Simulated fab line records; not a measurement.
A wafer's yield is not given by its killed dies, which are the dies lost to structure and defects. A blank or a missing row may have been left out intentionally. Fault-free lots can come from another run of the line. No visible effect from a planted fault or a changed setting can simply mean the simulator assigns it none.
Struck lot and sound lot, side by side | flow gf180mcu | 14 steps out of a route of 602
Sound: the wafers L640.1, L640.3, L640.6. The struck wafers were L636.1, L636.3, L636.5. The cause is named last.
For every step that has rows: the tool of each side, followed by ch and its chambers, followed by its first start. Under that, the readings that differ: sound wafers | struck wafers | difference of the means | sigmas: that difference in standard deviations of wafers without a fault.
alike: readings with means less than 2 such deviations apart, plus words and numbers identical on both sides. not compared: withheld readings, readings lacking a value on some wafer, bounds such as >300 that could conceal the same value, and numbers that have no deviation in the record and whose values overlap.
A row with sigmas, a row that says differs or no value, or rows on one side alone: a step with any of these is where the two part. Numbers that have no deviation but don't overlap get no sigmas and don't part them. A reading that every wafer of one side lacks parts them only if that side has two wafers or more.

first, 1 step without rows for these wafers: GF_DUAL_GATE_WET_ETCH_12 (etches SiO2 in dHF, target depth 13 nm, time 260 s).
GF_DUAL_GATE_STRIP_13: strips in O2/N2.
  sound on plasma-asher-01 ch 0,1, day 14 21:00; struck on plasma-asher-03 ch 0,1, day 13 16:38
  alike: drypump-motor-current-A, heater-power-w, oes-product-au, strip-time-to-endpoint-s
  not compared: rf-hours-counter-h
then, 3 steps without rows for these wafers: GF_DUAL_GATE_CLEAN_14 (cleans in SC1/SC2, time 150 s); GF_DUAL_GATE_OXIDATION_15 (stabilise 600 s, purge 300 s, target thk 7.098 nm); GF_POLY_GATE_CVD_00 (deposits poly-Si, target thk 200 nm, time 1200 s).
GF_POLY_GATE_THK_MEAS_01:
  struck on film-metro-01, day 13 19:40; sound on film-metro-02, day 15 00:02
  alike: POLY_GATE_CVD_00_THK
then, 6 steps without rows for these wafers: GF_POLY_GATE_DEHYDRATE_02 (time 60 s); GF_POLY_GATE_HMDS_03 (prime time 60 s); GF_POLY_GATE_COAT_04; GF_POLY_GATE_COAT_05 (resist thk 700 nm); GF_POLY_GATE_SOFTBAKE_06 (time 60 s); GF_POLY_GATE_EXPOSE_07 (exposes mask Poly2, target cd 280 nm).
GF_POLY_GATE_PEB_08: peb time 90 s.
  sound on litho-track-04 ch 0, day 15 21:34; struck on litho-track-01, day 14 16:14
  no value came back on the struck wafers for chill-plate-temp-C (C), exhaust-pa (Pa), peb-time-s (s), resist-line-temp-C (C); on the sound wafers chill-plate-temp-C (C) reads 23.05 22.93 22.94
then, 1 step without rows for these wafers: GF_POLY_GATE_DEVELOP_09 (develop time 60 s).

## WHERE THEY PART
GF_POLY_GATE_PEB_08 only, going by this record.

WHY: what the simulator had put in
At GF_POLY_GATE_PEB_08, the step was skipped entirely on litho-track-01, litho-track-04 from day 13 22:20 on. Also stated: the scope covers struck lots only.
